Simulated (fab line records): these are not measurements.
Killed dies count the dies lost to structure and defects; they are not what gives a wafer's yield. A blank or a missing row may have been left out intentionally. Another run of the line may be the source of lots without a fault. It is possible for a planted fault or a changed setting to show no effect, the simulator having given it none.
A struck lot beside a sound one	flow gf180mcu	14 steps out of a route of 602
Sound: wafers L160.1, L160.3, L160.4. Wafers L177.2, L177.3, L177.5 were the ones struck. The cause is named last.
Each step with rows lists, per side, the tool, then ch with its chambers, then its first start. Under that, the readings that differ: sound wafers	struck wafers	difference of the means	sigmas: that difference in standard deviations of wafers without a fault.
alike: readings whose means differ by less than 2 such deviations, and words and numbers that are the same on both sides. not compared: withheld readings, readings that some wafer has no value for, bounds like >300 that may hide the same value, and numbers for which the record gives no deviation and whose values overlap.
The two part at a step that has a row with sigmas, a row that says differs or no value, or rows on one side only. Numbers that have no deviation but don't overlap get no sigmas and don't part them. Lack of a reading on every wafer of one side parts them only where that side has two or more wafers.

first, 3 steps without rows for these wafers: GF_MVPSD_EXPOSE_04 (exposes mask MVPSD, target cd 1000 nm); GF_MVPSD_PEB_05; GF_MVPSD_DEVELOP_06 (develop time 60 s).
GF_MVPSD_OVL_MEAS_07:
  sound: overlay-01 at day 4 21:50; struck: overlay-01 at day 9 04:30
  alike: MVPSD_OVL
then, 2 steps without rows for these wafers: GF_MVPSD_IMPLANT_08; GF_MVPSD_IMPLANT_09.
GF_MVPSD_STRIP_10: strips in O2/N2.
  sound on plasma_asher-02 ch 0,1, day 4 22:11; struck on plasma_asher-02 ch 0,1, day 9 04:55
reading	sound	struck	difference	sigmas
strip_time_to_endpoint_s (s)	37.02 37.00 36.90	36.74 36.67 36.63	-0.29	-3
  alike: drypump_motor_current_A, heater_power_w, n2_flow_sccm, oes_product_au, platen_temp_c
  not compared: rf_hours_counter_h
GF_MVPSD_TW_MEAS_11:
  sound: film_metro-01 at day 4 22:17; struck: film_metro-02 at day 9 05:02
  alike: MVPSD_TW
then, 4 steps without rows for these wafers: GF_VT_IMPLANT_DEHYDRATE_00 (time 60 s); GF_VT_IMPLANT_HMDS_01 (prime time 60 s); GF_VT_IMPLANT_COAT_02 (resist thk 1000 nm); GF_VT_IMPLANT_SOFTBAKE_03 (time 60 s).
GF_VT_IMPLANT_EXPOSE_04: exposes mask LVPWELL LV AREA, target cd 600 nm.
  struck on iline_stepper-01, day 9 13:27; sound on iline_stepper-02 ch 0, day 5 05:46
  no value came back on the struck wafers for exposure_dose_mJ_cm2, focus_offset_nm (nm), sigma_outer, stage_vel_mm_s (mm/s); on the sound wafers exposure_dose_mJ_cm2 reads 139.98 140.05 140.00
  alike: mask
following that, these wafers have no rows for 1 step: GF_VT_IMPLANT_PEB_05.

WHERE THEY PART
Earliest at GF_MVPSD_STRIP_10; latest, in this record, at GF_VT_IMPLANT_EXPOSE_04.

WHY: whatever the simulator had introduced
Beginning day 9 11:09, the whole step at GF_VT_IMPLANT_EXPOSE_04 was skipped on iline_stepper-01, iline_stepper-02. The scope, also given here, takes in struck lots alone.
